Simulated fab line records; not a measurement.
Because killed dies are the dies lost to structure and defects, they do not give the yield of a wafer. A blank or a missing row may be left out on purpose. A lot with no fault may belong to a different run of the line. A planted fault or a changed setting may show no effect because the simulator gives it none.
A lot that was struck, set against a sound lot	flow sky130	15 steps out of a route of 708
Sound: the wafers L258.1, L258.3, L258.4. Struck: wafers L269.1, L269.6. (L269.4 of the same lot was not struck and is left out.) The cause comes at the end.
Each step with rows lists, per side, the tool, then ch with its chambers, then its first start. Under that, the readings that differ: sound wafers	struck wafers	difference of the means	sigmas: that difference in standard deviations of wafers without a fault.
alike: readings whose means differ by less than 2 such deviations, and words and numbers that are the same on both sides. not compared: withheld readings, readings that some wafer has no value for, bounds like >300 that may hide the same value, and numbers for which the record gives no deviation and whose values overlap.
A row with sigmas, a row that says differs or no value, or rows on one side alone: a step with any of these is where the two part. Numbers that don't overlap but have no deviation are shown without sigmas and don't part them. A reading missing from all wafers of one side parts the sides only when that side holds two or more wafers.

first, 7 steps without rows for these wafers: SKY_METAL2_HMDS_08 (prime time 60 s); SKY_METAL2_COAT_09 (resist thk 60 nm); SKY_METAL2_COAT_10 (resist thk 450 nm); SKY_METAL2_SOFTBAKE_11 (time 90 s); SKY_METAL2_EXPOSE_12 (exposes mask MM2, target cd 140 nm); SKY_METAL2_PEB_13; SKY_METAL2_DEVELOP_14 (develop time 60 s).
SKY_METAL2_CD_MEAS_15: the cd target is 140 nm.
  struck on cd sem-01, day 41 23:49; sound on cd sem-02, day 39 07:15
  alike: cd nm
SKY_METAL2_OVL_MEAS_16:
  struck on overlay-01, day 41 23:56; sound on overlay-01, day 39 07:22
  alike: METAL2_OVL
SKY_METAL2_DESCUM_17: chemistry O2, time 8 s.
  sound on rie metal-03 ch 0,1, day 39 07:24; struck on rie metal-03 ch 0, day 41 23:59
  alike: drypump motor current A, oes product au
  not compared: rf hours counter h
SKY_METAL2_ETCH_18: etches BARC in N2/H2, stops on SiO2, time 45.9 s, target depth 60 nm.
  sound on rie metal-03 ch 0,1, day 39 07:26; struck on rie metal-03 ch 0, day 42 00:01
reading	sound	struck	difference	sigmas
oes product au (a.u.)	0.848 0.852 0.854	0.869 0.860	+0.013	+3
  alike: drypump motor current A, throttle valve pct
  not compared: rf hours counter h
SKY_METAL2_METAL_ETCH_19: etches the open film in Cl2/BCl3, stops on SiO2, target depth 360 nm, time 78 s.
  sound on rie metal-03 ch 0,1, day 39 07:30; struck on rie metal-03 ch 0, day 42 00:04
  alike: drypump motor current A, mfc cl2 sccm, oes product au, throttle valve pct
  not compared: rf hours counter h
SKY_METAL2_STRIP_20: strips in O2/N2.
  sound on plasma asher-04 ch 0,1, day 39 07:35; struck on plasma asher-04 ch 0, day 42 00:10
reading	sound	struck	difference	sigmas
overash fraction	0.5 0.5 0.5	0.3 0.3	-0.2	
  alike: drypump motor current A, oes product au, strip time to endpoint s
  not compared: rf hours counter h
then, 1 step without rows for these wafers: SKY_METAL2_STRIP_21 (strips in post etch residue remover, time 1200 s).
-- the record jumps here: 9 days lie between the struck wafers' starts before and after (it left off in module METAL2 and takes up again in module PAD_OPEN, whose first step shown is number 708 of the route) --
SKY_PAD_OPEN_PROBE_99:
  struck on prober-01, day 51 01:34; sound on prober-01, day 49 01:04
  alike: defect limited yield, killed_at_M0_to_M3, killed_at_M4_up, killed at contacts, killed at front end, killed at other, killed dies, killed open, killed short, sort_bin_3_pad_short, sort_bin_5_function, sort_bin_6_memory, sort n pass, sort yield pct

WHERE THEY PART
Within this record, at SKY_METAL2_ETCH_18 only. Later steps at which nothing parts them and some readings are alike: SKY_METAL2_METAL_ETCH_19, SKY_METAL2_STRIP_20, SKY_PAD_OPEN_PROBE_99.

WHY: what the simulator had put in
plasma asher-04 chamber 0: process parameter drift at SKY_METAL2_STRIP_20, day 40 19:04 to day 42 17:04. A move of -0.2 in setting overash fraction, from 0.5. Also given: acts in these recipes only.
